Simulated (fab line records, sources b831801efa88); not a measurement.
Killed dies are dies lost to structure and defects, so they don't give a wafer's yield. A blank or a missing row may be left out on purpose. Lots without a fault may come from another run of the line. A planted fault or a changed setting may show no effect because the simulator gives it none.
Which tool did it? | flow sky130 | 13 lots, 39 wafers sampled, at 2 steps of a route of 708

WHAT THE GAUGES READ, wafer by wafer
SKY_VIA3_THK_MEAS_01. Usual: VIA3_HDPCVD_THK 1638 nm, standard deviation 20.
lot  | measured     | on            | VIA3_HDPCVD_THK (nm) | flag
L949 | day 38 08:40 | film_metro-03 | 1652 1656 1643       |
L950 | day 39 01:56 | film_metro-02 | 1628 1636 1642       |
L952 | day 39 17:58 | film_metro-02 | 1647 1633 1610       |
L953 | day 39 18:43 | film_metro-03 | 1600 1619 1649       |
L956 | day 40 18:01 | film_metro-02 | 1645 1630 1625       |
L957 | day 41 14:50 | film_metro-03 | 1658 1631 1649       |
L961 | day 42 06:10 | film_metro-02 | 1625 1665 1648       |
L968 | day 44 02:16 | film_metro-02 | 1615 1663 1624       |
L970 | day 44 12:10 | film_metro-03 | 1657 1639 1678       |
L972 | day 45 04:37 | film_metro-01 | 1670 1667 1627       |

WHICH TOOL RAN EACH LOT (tool, then ch and the chambers of the sampled wafers, then the start)
lot  | SKY_FIELD_ISO_ETCH_17
L949 | rie_si-02 ch 1,3, day 2 04:59
L950 | rie_si-02 ch 0,1,3, day 2 11:02
L952 | rie_si-01 ch 0,2,3, day 2 21:29
L953 | rie_si-02 ch 2,3, day 3 04:17
L956 | rie_si-01 ch 0,2,3, day 3 18:23
L957 | rie_si-01 ch 0,2, day 3 22:11
L958 | rie_si-01 ch 0,1, day 4 03:23
L959 | rie_si-02 ch 0,1,3, day 4 08:09
L960 | rie_si-01 ch 0,1,2, day 4 13:05
L961 | rie_si-02 ch 1,3, day 4 17:45
L968 | rie_si-01 ch 0,1,2, day 6 08:06
L970 | rie_si-02 ch 0,2, day 6 17:38
L972 | rie_si-02 ch 1,2, day 7 07:26
- SKY_FIELD_ISO_ETCH_17: etches Si in HBr/Cl2/O2, target depth 342 nm, time 97.7 s.

WHAT THE TOOLS THEMSELVES READ (means of the sampled wafers that have a number; where no wafer has one, the mark that the record gives instead)
SKY_FIELD_ISO_ETCH_17. Usual: HBr_flow_sccm 150.0 sccm, standard deviation 0.46; O2_flow_sccm 5.998 sccm, standard deviation 0.018; drypump_motor_current_A 5.8 A, standard deviation 0.45; oes_product_au 0.991 a.u., standard deviation 0.012; throttle_valve_pct 25.663 %, standard deviation 0.011.
lot  | tool      | HBr_flow_sccm (sccm) | O2_flow_sccm (sccm) | drypump_motor_current_A (A) | oes_product_au (a.u.) | throttle_valve_pct (%) | flag
L949 | rie_si-02 | 150.2                | 5.984               | 5.9                         | 0.980                 | 25.662                 |
L950 | rie_si-02 | 150.0                | 5.991               | 6.0                         | 0.982                 | 25.665                 |
L952 | rie_si-01 | 149.7                | 5.989               | 5.5                         | 0.996                 | 25.654                 |
L953 | rie_si-02 | 150.1                | 5.989               | 5.8                         | 0.986                 | 25.671                 |
L956 | rie_si-01 | 150.1                | 6.004               | 5.5                         | 1.006                 | 25.651                 |
L957 | rie_si-01 | 150.3                | 5.981               | 5.5                         | 1.009                 | 25.646                 |
L958 | rie_si-01 | -                    | -                   | -                           | -                     | -                      | OFF
L959 | rie_si-02 | -                    | -                   | -                           | -                     | -                      | OFF
L960 | rie_si-01 | -                    | -                   | -                           | -                     | -                      | OFF
L961 | rie_si-02 | 150.3                | 6.003               | 5.8                         | 0.996                 | 25.664                 |
L968 | rie_si-01 | 150.0                | 5.996               | 5.5                         | 0.990                 | 25.665                 |
L970 | rie_si-02 | 150.1                | 6.005               | 5.8                         | 0.988                 | 25.662                 |
L972 | rie_si-02 | 149.8                | 5.997               | 5.6                         | 0.984                 | 25.671                 |

THE ANSWER, worked out from the rows above alone
Rule: a lot is off if the mean of its wafers that have a number lies more than 3 standard deviations from the usual mean. A lot without any number at a reading at which 4 lots or more have one is off too. The other lots that the step has rows for count as sound. The gauges are gone through in route order, then the tools' own readings, and for those a lot's mean is taken as printed above. The first step at which some lot is off is used, and at that step the reading that is off furthest; a lot without a number counts as furthest.
Off: L958, L959, L960, at SKY_FIELD_ISO_ETCH_17 (HBr_flow_sccm). Without a number there: L958, L959, L960.
A tool fits if, at that step or a process step before it, it ran every lot that is off, and no sound lot after the first of them. None of those tried fits.

WHAT THE SIMULATOR HAD PUT IN
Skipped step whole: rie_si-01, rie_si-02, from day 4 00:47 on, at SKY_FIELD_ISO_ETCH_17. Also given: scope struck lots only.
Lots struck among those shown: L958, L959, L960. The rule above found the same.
